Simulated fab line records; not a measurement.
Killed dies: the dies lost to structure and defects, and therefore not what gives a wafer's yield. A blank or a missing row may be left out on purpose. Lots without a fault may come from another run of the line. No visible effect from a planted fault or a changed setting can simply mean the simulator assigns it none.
One fault through the eyes of 2 desks + flow sky130 + every desk sees just its own numbers, and what lay behind them comes last

## AT THE METROLOGY DESK
What the gauges read, lot by lot, whatever tool the lot ran on: means of the sampled wafers that have a number. If a lot's mean is further than 4 standard deviations from the usual mean, the lot is out of limits and carries the mark OUT (the distance appears in the brackets).
Columns: A = NWELL_2_TW at SKY_NWELL_TW_MEAS_26, usual 497.1
| lot  | first seen here | A     |
|------|-----------------|-------|
| L258 | day 5 06:44     | 496.4 |
| L259 | day 5 14:46     | 493.7 |
| L267 | day 7 10:20     | 499.2 |
| L269 | day 7 23:18     | 494.7 |
| L271 | day 8 13:38     | 495.7 |
| L273 | day 9 09:49     | 494.3 |
| L276 | day 9 20:33     | 502.1 |
| L277 | day 10 08:52    | 495.6 |
| L278 | day 10 15:10    | 495.6 |
| L279 | day 10 15:21    | 498.6 |
| L280 | day 10 23:20    | 496.3 |
| L281 | day 11 04:02    | 497.4 |
This desk's verdict: no lot among the 12 shows anything out of limits.

## TOOL OWNER'S DESK, implanter-01
The tool's own readings at SKY_LDD_N_IMPLANT_10, given as means over the sampled wafers that have a number, one for each lot that went through this tool. If a lot's mean is further than 4 standard deviations from the usual mean, the lot is out of limits and carries the mark OUT (the distance appears in the brackets).
Columns: A = beamEnergyKeV at SKY_LDD_N_IMPLANT_10, usual 20.000; B = rotationDeg at SKY_LDD_N_IMPLANT_10, usual 203.00 degrees
| lot  | first seen here | A                        | B      |
|------|-----------------|--------------------------|--------|
| L267 | day 20 21:31    | 17.012 (-99 or more) OUT | 203.00 |
| L269 | day 21 15:46    | 17.021 (-99 or more) OUT | 203.00 |
| L278 | day 25 05:09    | 19.993                   | 202.98 |
This desk's verdict: out of limits on L267, L269, starting with L267 at day 20 21:31 (beamEnergyKeV at SKY_LDD_N_IMPLANT_10). L278 stayed within limits.

## PUT TOGETHER
At day 20 21:31, on L267, L269, the tool owner's desk was in a position to raise an alarm.
From the metrology desk's view, nothing was out of limits.
The metrology desk holds a record of L267, L269, inside its limits.
Every lot named ran SKY_LDD_N_IMPLANT_10 on implanter-01.

## WHAT THE SIMULATOR PUT IN
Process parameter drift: implanter-01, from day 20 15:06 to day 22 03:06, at SKY_LDD_N_IMPLANT_10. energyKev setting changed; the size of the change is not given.
Struck lots among those shown: L267, L269.
Hours from the fault's start to each desk's first reading out of limits: the tool owner's desk, 6.
